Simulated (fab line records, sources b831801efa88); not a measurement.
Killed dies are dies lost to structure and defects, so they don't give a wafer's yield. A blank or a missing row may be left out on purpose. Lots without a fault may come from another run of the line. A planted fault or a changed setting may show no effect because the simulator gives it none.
A struck lot beside a sound one | flow sky130 | 15 steps out of a route of 708
Sound: wafers L558.1, L558.3, L558.6. Struck: wafer L569.1. (L569.4 of the same lot was not struck and is left out.) The cause comes at the end.
At each step with rows: each side's tool, then ch and its chambers, then its first start. Under that, the readings that differ: sound wafers | struck wafers | difference of the means | sigmas: that difference in standard deviations of wafers without a fault.
alike: readings whose means differ by less than 2 such deviations, and words and numbers that are the same on both sides. not compared: withheld readings, readings that some wafer has no value for, bounds like >300 that may hide the same value, and numbers for which the record gives no deviation and whose values overlap.
The two part at a step that has a row with sigmas, a row that says differs or no value, or rows on one side only. Numbers that don't overlap but have no deviation are shown without sigmas and don't part them. A reading that every wafer of one side lacks parts them only if that side has two wafers or more.

SKY_CONTACT_OVL_MEAS_15:
  sound on overlay-01, day 34 06:43; struck on overlay-02, day 37 05:29
  alike: CONTACT_OVL
then, 1 step without rows for these wafers: SKY_CONTACT_ETCH_16 (etches BARC in N2/H2, stops on SiO2, time 45.9 s, target depth 60 nm).
SKY_CONTACT_ETCH_17: etches SiO2 in C4F8/O2/Ar, stops on Si3N4, target depth 340 nm.
  sound on rie_diel-03 ch 0,1,3, day 34 06:47; struck on rie_diel-03 ch 1, day 37 05:34
  alike: oes_product_au
SKY_CONTACT_ETCH_18: etches Si3N4 in CHF3/O2, stops on TiN, time 39 s, target depth 75 nm.
  sound on rie_diel-03 ch 0,1,3; struck on rie_diel-03 ch 1
  alike: drypump_motor_current_A, oes_product_au, throttle_valve_pct
  not compared: rf_hours_counter_h
then, 4 steps without rows for these wafers: SKY_CONTACT_STRIP_19 (strips in O2/N2); SKY_CONTACT_STRIP_20 (strips in post etch residue remover, time 1200 s); SKY_CONTACT_CLEAN_21 (cleans in IPA, time 180 s); SKY_CONTACT_CLEAN_22 (cleans in O3/DIW).
SKY_CONTACT_SPUTTER_23: material TiN, target thk 20 nm, time 80 s.
  sound on pvd_sputter-04, day 34 07:28; struck on pvd_sputter-02, day 37 06:17
  alike: throttle_valve_pct
SKY_CONTACT_CVD_24: deposits W, target thk 340 nm, time 102.12 s.
  sound on cvd_w-01 ch 0,1, day 34 07:32; struck on cvd_w-02 ch 1, day 37 06:20
  alike: chamber_pressure_Torr, heater_power_w, susceptor_temp_C
SKY_CONTACT_RS_MEAS_25: measures by four-point-probe.
  sound on film_metro-02, day 34 07:38; struck on film_metro-02, day 37 06:27
  alike: CONTACT_W_RS
SKY_CONTACT_THK_MEAS_26: measures by xrf.
  sound on film_metro-02, day 34 07:46; struck on film_metro-02, day 37 06:34
  alike: CONTACT_W_THK
SKY_CONTACT_CMP_27: polishes, stops on SiO2, t overpolish 15 s, target thk 0 nm.
  sound on cmp-01 ch 1,2,3, day 34 07:49; struck on cmp-01 ch 0, day 37 06:41
  reading                | sound                | struck | difference | sigmas
  overpolish_run_s (s)   | 15.005 14.985 15.000 | 0.032  | -14.965    | -99 or more
  time_to_endpoint_s (s) | 78 83 81             | 126    | +45        | +9
  alike: motor_current_A
SKY_METAL1_SPUTTER_00: material Ti, target thk 15 nm, time 10 s.
  the record has rows for the sound wafers here (pvd_sputter-03, day 34 08:07) and none for the struck ones
-- the record jumps here: 13 days lie between the struck wafers' starts before and after (it left off in module METAL1 and takes up again in module PAD_OPEN, whose first step shown is number 708 of the route) --
SKY_PAD_OPEN_PROBE_99:
  sound on prober-02, day 47 18:32; struck on prober-01, day 50 00:08
  reading            | sound    | struck | difference | sigmas
  killed_at_contacts | 26 19 28 | 436    | +412       | +78
  killed_dies        | 82 90 99 | 492    | +402       | +40
  killed_on_rim      | 16 20 14 | 96     | +79        | +20
  killed_short       | 33 40 48 | 26     | -14        | -2
  alike: killed_at_M0_to_M3, killed_at_M4_up, killed_at_front_end, killed_at_other, killed_open

WHERE THEY PART
First at SKY_CONTACT_CMP_27; last, within this record, at SKY_PAD_OPEN_PROBE_99.

WHY: what the simulator had put in
Process parameter drift: cmp-01, from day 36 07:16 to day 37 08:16, at SKY_CONTACT_CMP_27. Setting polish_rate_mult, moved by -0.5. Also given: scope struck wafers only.
